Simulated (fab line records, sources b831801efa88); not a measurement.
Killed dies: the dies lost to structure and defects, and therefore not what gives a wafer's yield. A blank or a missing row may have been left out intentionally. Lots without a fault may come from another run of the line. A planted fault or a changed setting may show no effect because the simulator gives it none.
Comparing a struck lot with a sound one + flow sky130 + 33 out of 708 route steps
Sound: wafers L997.1, L997.4, L997.5. Wafers L106.2, L106.3, L106.6 were the ones struck. At the end, the cause is stated.
For every step that has rows: the tool of each side, followed by ch and its chambers, followed by its first start. Under that, the readings that differ: sound wafers + struck wafers + difference of the means + sigmas: that difference in standard deviations of wafers without a fault.
alike: readings whose means differ by less than 2 such deviations, and words and numbers that are the same on both sides. not compared: withheld readings, readings that some wafer has no value for, bounds like >300 that may hide the same value, and numbers for which the record gives no deviation and whose values overlap.
The two part at a step that has a row with sigmas, a row that says differs or no value, or rows on one side only. Non-overlapping numbers with no deviation appear without sigmas and do not part them. Lack of a reading on every wafer of one side parts them only where that side has two or more wafers.

first, 1 step without rows for these wafers: SKY_NWELL_DEVELOP_22 (develop time 60 s).
SKY_NWELL_OVL_MEAS_23:
  sound: overlay-02 at day 6 07:34; struck: overlay-01 at day 8 16:02
  alike: NWELL_01_OVL
following that, these wafers have no rows for 1 step: SKY_NWELL_IMPLANT_24.
SKY_NWELL_STRIP_25: strips in O2/N2.
  sound on plasma asher-01 ch 0,1, day 6 07:45; struck on plasma asher-04 ch 0,1, day 8 16:13
  alike: drypump motor current A, oes product au, strip time to endpoint s
  not compared: rf hours counter h
SKY_NWELL_TW_MEAS_26:
  sound: film metro-04 at day 6 07:51; struck: film metro-01 at day 8 16:19
  alike: NWELL_2_TW
then, 1 step without rows for these wafers: SKY_NWELL_CLEAN_27 (cleans in SC1/SC2, time 150 s).
SKY_NWELL_RTA_28: time 30 s.
  sound on rtp anneal-01 ch 0, day 6 07:58; struck on rtp anneal-01 ch 0, day 8 16:26
  alike: lamp power pct, wafer_temp_C_max
SKY_NWELL_RS_MEAS_29: a four-point-probe measurement.
  sound: film metro-03 at day 6 08:04; struck: film metro-04 at day 8 16:32
  alike: NWELL_RS
SKY_NWELL_RS_MEAS_31: a four-point-probe measurement.
  sound: film metro-03 at day 6 08:18; struck: film metro-04 at day 8 16:47
  alike: PWDE_RS
then, 2 steps without rows for these wafers: SKY_VT_ADJUST_HVTP_DEHYDRATE_00 (time 60 s); SKY_VT_ADJUST_HVTP_HMDS_01 (prime time 60 s).
SKY_VT_ADJUST_HVTP_COAT_02: resist thk 1140 nm.
  sound on litho track-02 ch 0, day 6 17:46; struck on litho track-03, day 9 03:35
  no value came back on the struck wafers for chill plate temp C (C), dispense pressure kPa (kPa); on the sound wafers chill plate temp C (C) reads 22.91 22.86 22.91
then, 4 steps without rows for these wafers: SKY_VT_ADJUST_HVTP_SOFTBAKE_03 (time 60 s); SKY_VT_ADJUST_HVTP_EXPOSE_04 (exposes mask HVTPM, target cd 380 nm); SKY_VT_ADJUST_HVTP_PEB_05; SKY_VT_ADJUST_HVTP_DEVELOP_06 (develop time 60 s).
SKY_VT_ADJUST_HVTP_CD_MEAS_07: target cd 380 nm.
  sound: cd sem-02 at day 7 03:34; struck: cd sem-02 at day 9 14:11
| reading    | sound       | struck | difference                    | sigmas |
|------------|-------------|--------|-------------------------------|--------|
| cd nm (nm) | 384 380 384 | - - -  | no value on the struck wafers |        |
SKY_VT_ADJUST_HVTP_OVL_MEAS_08:
  sound: overlay-02 at day 7 03:41; struck: overlay-01 at day 9 14:17
| reading                 | sound       | struck | difference                    | sigmas |
|-------------------------|-------------|--------|-------------------------------|--------|
| VT_ADJUST_HVTP_OVL (nm) | 1.8 2.4 1.5 | - - -  | no value on the struck wafers |        |
following that, these wafers have no rows for 1 step: SKY_VT_ADJUST_HVTP_IMPLANT_09.
SKY_VT_ADJUST_HVTP_STRIP_10: strips in O2/N2.
  sound on plasma asher-04 ch 0,1, day 7 03:52; struck on plasma asher-04 ch 0,1, day 9 14:28
  no value came back on the struck wafers for oes product au (a.u.), strip time to endpoint s (s); on the sound wafers oes product au (a.u.) reads 0.718 0.720 0.713
  alike: drypump motor current A
  not compared: rf hours counter h
SKY_VT_ADJUST_HVTP_TW_MEAS_11:
  sound: film metro-01 at day 7 03:58; struck: film metro-03 at day 9 14:35
  alike: VT_ADJUST_HVTP_TW
then, 7 steps without rows for these wafers: SKY_VT_ADJUST_LVTN_DEHYDRATE_00 (time 60 s); SKY_VT_ADJUST_LVTN_HMDS_01 (prime time 60 s); SKY_VT_ADJUST_LVTN_COAT_02 (resist thk 3000 nm); SKY_VT_ADJUST_LVTN_SOFTBAKE_03; SKY_VT_ADJUST_LVTN_EXPOSE_04 (exposes mask NWM COMPLEMENT LESS NATIVE, target cd 840 nm); SKY_VT_ADJUST_LVTN_PEB_05; SKY_VT_ADJUST_LVTN_DEVELOP_06 (develop time 60 s).
SKY_VT_ADJUST_LVTN_OVL_MEAS_07:
  sound: overlay-02 at day 7 23:19; struck: overlay-01 at day 10 13:01
  alike: VT_ADJUST_LVTN_OVL
following that, these wafers have no rows for 1 step: SKY_VT_ADJUST_LVTN_IMPLANT_08.
SKY_VT_ADJUST_LVTN_STRIP_09: strips in O2/N2.
  sound on plasma asher-01 ch 0,1, day 7 23:30; struck on plasma asher-03 ch 0,1, day 10 13:12
  alike: drypump motor current A, oes product au, strip time to endpoint s
  not compared: rf hours counter h
SKY_VT_ADJUST_LVTN_TW_MEAS_10:
  sound: film metro-02 at day 7 23:36; struck: film metro-02 at day 10 13:32
| reading           | sound             | struck               | difference | sigmas      |
|-------------------|-------------------|----------------------|------------|-------------|
| VT_ADJUST_LVTN_TW | 239.7 239.2 240.5 | 1334.6 1347.1 1347.0 | +1103.1    | +99 or more |
  not compared: hold
SKY_PAD_OPEN_PROBE_99:
  the record has rows for the sound wafers here (prober-01, day 46 21:44) and none for the struck ones

WHERE THEY PART
At SKY_VT_ADJUST_HVTP_COAT_02 first; at SKY_PAD_OPEN_PROBE_99 last (within this record only).

WHY: whatever the simulator had introduced
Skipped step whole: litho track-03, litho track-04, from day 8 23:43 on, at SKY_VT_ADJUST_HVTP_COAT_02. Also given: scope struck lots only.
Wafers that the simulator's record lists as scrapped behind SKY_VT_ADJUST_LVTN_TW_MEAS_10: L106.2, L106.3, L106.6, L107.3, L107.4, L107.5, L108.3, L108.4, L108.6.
